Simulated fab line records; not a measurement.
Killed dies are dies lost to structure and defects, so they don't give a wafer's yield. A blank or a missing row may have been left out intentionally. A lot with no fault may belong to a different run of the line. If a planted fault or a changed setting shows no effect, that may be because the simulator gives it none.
What tool caused it? | flow gf180mcu | 18 wafers from 6 lots sampled at 2 of the route's 602 steps

WHAT THE GAUGES SHOWED, per wafer
GF_MVSD_OVL_MEAS_07.
lot  | measured    | on         | MVSD_OVL (nm)
L493 | day 4 21:25 | overlay-02 | - - -
L504 | day 7 19:22 | overlay-02 | 1.0 1.2 -0.8
L506 | day 8 01:23 | overlay-02 | 1.5 2.9 2.6
L509 | day 8 18:10 | overlay-02 | 0.9 0.7 1.0
L511 | day 9 05:51 | overlay-02 | 2.2 3.1 1.7
L513 | day 9 19:14 | overlay-02 | 0.8 1.7 1.5

WHAT TOOL EACH LOT RAN ON (gives the tool, then ch and the chambers of the sampled wafers, and finally the start)
lot  | GF_MVSD_EXPOSE_04
L493 | iline-stepper-02 ch 0, day 4 14:52
L504 | iline-stepper-02 ch 0, day 7 11:28
L506 | iline-stepper-02 ch 0, day 7 17:13
L509 | iline-stepper-02 ch 0, day 8 09:46
L511 | iline-stepper-02 ch 0, day 8 22:13
L513 | iline-stepper-02 ch 0, day 9 11:20
- GF_MVSD_EXPOSE_04: exposes mask MVSD, target cd 1000 nm.

THE ANSWER, worked out from the rows above alone
Rule: what is usual is taken from the lots themselves. Put in order of their means at a reading, lots are off if they are a third of the lots or fewer, leave a main group of 4 or more, and stand apart from it by a gap of 3 or more times the standard deviation of the main group's means; of several such gaps the widest counts. Not used: any main group whose means are identical at the precision the tables above print for the reading. Also off: a lot with no number at a reading for which 4 or more lots have one. Any other lot the step has rows for is counted as sound.
Off: at GF_MVSD_OVL_MEAS_07 (MVSD_OVL), L493. Without a number there: L493. The main group has a mean of 1.5 nm with a standard deviation of 0.76.
If a tool, at a process step before that reading, ran all the lots that are off and no sound lot after the first of them, it fits. Those tools and the gauges at GF_MVSD_OVL_MEAS_07 are tried in the same way. Not one of the candidates tried fits.

WHAT THE SIMULATOR HAD PUT IN
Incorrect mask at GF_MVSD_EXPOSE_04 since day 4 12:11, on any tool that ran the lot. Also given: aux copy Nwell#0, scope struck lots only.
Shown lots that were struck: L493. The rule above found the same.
